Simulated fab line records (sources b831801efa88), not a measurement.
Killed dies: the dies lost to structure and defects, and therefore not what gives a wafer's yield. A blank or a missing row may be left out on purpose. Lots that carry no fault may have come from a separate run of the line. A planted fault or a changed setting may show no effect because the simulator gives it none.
What tool caused it?    flow gf180mcu    24 lots with 72 wafers sampled at 3 steps, on a route of 602 steps

## WHAT THE GAUGES SHOWED, per wafer
GF_V3_OVL_MEAS_15. Usual: V3_OVL typically reads 1 nm, with standard deviation 6.9.
lot   measured      on          V3_OVL (nm)  flag
L074  day 22 20:44  overlay-01  -2 -2 -1     
L075  day 23 01:50  overlay-02  5 1 2        
L076  day 23 17:20  overlay-02  1 6 -2       
L077  day 24 08:30  overlay-02  -7 4 -4      
L078  day 24 18:14  overlay-01  -1 6 -11     
L079  day 25 07:36  overlay-01  8 10 14      
L081  day 25 10:40  overlay-01  1 -2 7       
L080  day 25 15:05  overlay-01  0 1 -2       
L082  day 25 22:05  overlay-01  -4 -1 5      
L084  day 26 08:15  overlay-02  -6 -5 -7     
L083  day 26 12:56  overlay-01  5 12 15      
L085  day 26 22:03  overlay-02  -8 -4 -8     
L086  day 26 22:53  overlay-02  4 9 5        
L087  day 27 07:27  overlay-01  1 -6 -4      
L088  day 27 16:32  overlay-01  2 -7 1       
L090  day 28 07:53  overlay-01  7 -3 -3      
L089  day 28 08:26  overlay-01  5 7 5        
L091  day 28 13:47  overlay-01  2 -6 -1      
L092  day 29 00:37  overlay-02  9 12 14      
L093  day 29 08:09  overlay-02  0 -19 -3     
L094  day 29 09:30  overlay-01  -7 -5 -2     
L095  day 29 14:29  overlay-02  -1 1 1       
L097  day 30 03:14  overlay-01  10 9 10      
L096  day 30 04:59  overlay-02  -1 -2 3      

## WHICH TOOL RAN EACH LOT (tool, then ch and the chambers of the sampled wafers, then the start)
lot   GF_V1_ETCH_16                       GF_M3_SPUTTER_03
L074  rie_diel-03 ch 0,1,3, day 18 11:47  pvd_sputter-04, day 20 17:49
L075  rie_diel-04 ch 0,1,2, day 18 17:44  pvd_sputter-04, day 20 23:37
L076  rie_diel-01 ch 0,2, day 19 09:38    pvd_sputter-02, day 21 15:56
L077  rie_diel-01 ch 0,2, day 20 03:02    pvd_sputter-03, day 22 08:47
L078  rie_diel-03 ch 1,2,3, day 20 12:29  pvd_sputter-03, day 22 18:51
L079  rie_diel-04 ch 0,1,2, day 21 03:40  pvd_sputter-04, day 23 08:52
L081  rie_diel-03 ch 0,3, day 21 08:29    pvd_sputter-02, day 23 12:19
L080  rie_diel-03 ch 0,2,3, day 21 13:22  pvd_sputter-04, day 23 17:01
L082  rie_diel-04 ch 1,2, day 21 21:20    pvd_sputter-04, day 24 00:25
L084  rie_diel-04 ch 0,2, day 22 07:38    pvd_sputter-04, day 24 11:12
L083  rie_diel-04 ch 0,1, day 22 13:08    pvd_sputter-02, day 24 15:59
L085  rie_diel-03 ch 0,3, day 22 22:14    pvd_sputter-04, day 25 01:02
L086  rie_diel-03 ch 0,1,3, day 23 00:08  pvd_sputter-03, day 25 02:02
L087  rie_diel-04 ch 0,2, day 23 10:26    pvd_sputter-02, day 25 12:33
L088  rie_diel-01 ch 1,2,3, day 23 20:08  pvd_sputter-03, day 25 21:01
L090  rie_diel-01 ch 0,1,2, day 24 13:13  pvd_sputter-04, day 26 13:37
L089  rie_diel-03 ch 1,2,3, day 24 14:11  pvd_sputter-02, day 26 14:43
L091  rie_diel-01 ch 0,2,3, day 24 19:14  pvd_sputter-02, day 26 18:34
L092  rie_diel-03 ch 2,3, day 25 07:59    pvd_sputter-03, day 27 06:55
L093  rie_diel-01 ch 0,2,3, day 25 15:25  pvd_sputter-02, day 27 14:37
L094  rie_diel-03 ch 0,1, day 25 17:19    pvd_sputter-02, day 27 16:47
L095  rie_diel-04 ch 1,2,3, day 25 21:28  pvd_sputter-04, day 27 21:01
L097  rie_diel-04 ch 0,1,2, day 26 13:20  pvd_sputter-04, day 28 11:29
L096  rie_diel-03 ch 2,3, day 26 16:02    pvd_sputter-02, day 28 13:13
- GF_V1_ETCH_16: etches BARC in N2/H2.
- GF_M3_SPUTTER_03: material Ti, target thk 10 nm, time 6.7 s.

## WHAT THE TOOLS THEMSELVES READ (means of the sampled wafers that have a number; where no wafer has one, the mark that the record gives instead)
GF_V1_ETCH_16. Usual: drypump_motor_current_A 5.6 A, standard deviation 0.42; n2_flow_sccm 100.0 sccm, standard deviation 0.33; oes_product_au 0.856 a.u., standard deviation 0.0049; throttle_valve_pct 13.224 %, standard deviation 0.0089.
lot   tool         drypump_motor_current_A (A)  n2_flow_sccm (sccm)  oes_product_au (a.u.)  throttle_valve_pct (%)  flag
L074  rie_diel-03  5.6                          99.7                 0.855                  13.228                  
L075  rie_diel-04  5.6                          99.6                 0.858                  13.236                  
L076  rie_diel-01  5.6                          100.3                0.854                  13.227                  
L077  rie_diel-01  5.4                          100.0                0.860                  13.221                  
L078  rie_diel-03  5.7                          100.0                0.856                  13.232                  
L079  rie_diel-04  5.6                          99.9                 0.854                  13.220                  
L081  rie_diel-03  5.7                          100.1                0.854                  13.227                  
L080  rie_diel-03  5.7                          99.9                 0.859                  13.223                  
L082  rie_diel-04  6.0                          100.0                0.858                  13.222                  
L084  rie_diel-04  5.2                          100.2                0.857                  13.226                  
L083  rie_diel-04  5.4                          100.0                0.852                  13.231                  
L085  rie_diel-03  5.5                          100.2                0.853                  13.213                  
L086  rie_diel-03  5.6                          99.9                 0.860                  13.231                  
L087  rie_diel-04  5.4                          99.8                 0.858                  13.223                  
L088  rie_diel-01  5.6                          100.0                0.857                  13.237                  
L090  rie_diel-01  5.2                          99.9                 0.856                  13.219                  
L089  rie_diel-03  5.7                          100.1                0.857                  13.229                  
L091  rie_diel-01  5.7                          100.0                0.856                  13.220                  
L092  rie_diel-03  5.7                          100.1                0.855                  13.231                  
L093  rie_diel-01  5.7                          99.9                 0.855                  13.228                  
L094  rie_diel-03  5.8                          99.9                 0.852                  13.221                  
L095  rie_diel-04  5.7                          99.7                 0.856                  13.227                  
L097  rie_diel-04  5.6                          99.9                 0.858                  13.221                  
L096  rie_diel-03  5.5                          99.9                 0.856                  13.221                  

GF_M3_SPUTTER_03. Usual: chamber_pressure_pa 0.3000 Pa, standard deviation 0.00061; throttle_valve_pct 30.3 %, standard deviation 0.93.
lot   tool            chamber_pressure_pa (Pa)  throttle_valve_pct (%)  flag
L074  pvd_sputter-04  0.3003                    29.6                    
L075  pvd_sputter-04  0.3000                    30.1                    
L076  pvd_sputter-02  0.3001                    31.2                    
L077  pvd_sputter-03  0.2995                    31.2                    
L078  pvd_sputter-03  0.3005                    29.4                    
L079  pvd_sputter-04  0.3004                    30.1                    
L081  pvd_sputter-02  0.2995                    30.4                    
L080  pvd_sputter-04  0.2996                    30.2                    
L082  pvd_sputter-04  0.2999                    29.4                    
L084  pvd_sputter-04  0.3002                    29.8                    
L083  pvd_sputter-02  0.2997                    31.0                    
L085  pvd_sputter-04  0.3002                    29.7                    
L086  pvd_sputter-03  0.3000                    30.5                    
L087  pvd_sputter-02  0.3004                    30.6                    
L088  pvd_sputter-03  0.2999                    29.4                    
L090  pvd_sputter-04  0.2996                    30.2                    
L089  pvd_sputter-02  0.2999                    30.6                    
L091  pvd_sputter-02  0.2996                    30.7                    
L092  pvd_sputter-03  0.3000                    29.9                    
L093  pvd_sputter-02  0.3000                    31.1                    
L094  pvd_sputter-02  0.2996                    31.7                    
L095  pvd_sputter-04  0.3000                    29.7                    
L097  pvd_sputter-04  0.3001                    29.4                    
L096  pvd_sputter-02  0.2999                    30.4                    

## THE ANSWER, worked out from the rows above alone
Rule: a lot counts as off when the mean over its wafers that have a number is more than 3 standard deviations away from the usual mean. Also off: a lot with no number at a reading for which 4 or more lots have one. The other lots that the step has rows for count as sound. The gauges are gone through in route order, then the tools' own readings, and for those a lot's mean is taken as printed above. At the first step where some lot is off, the reading lying furthest off is the one used; lots without a number count as furthest.
Nothing can be told from this: no lot is off at any reading shown.

## WHAT WAS PUT IN BY THE SIMULATOR
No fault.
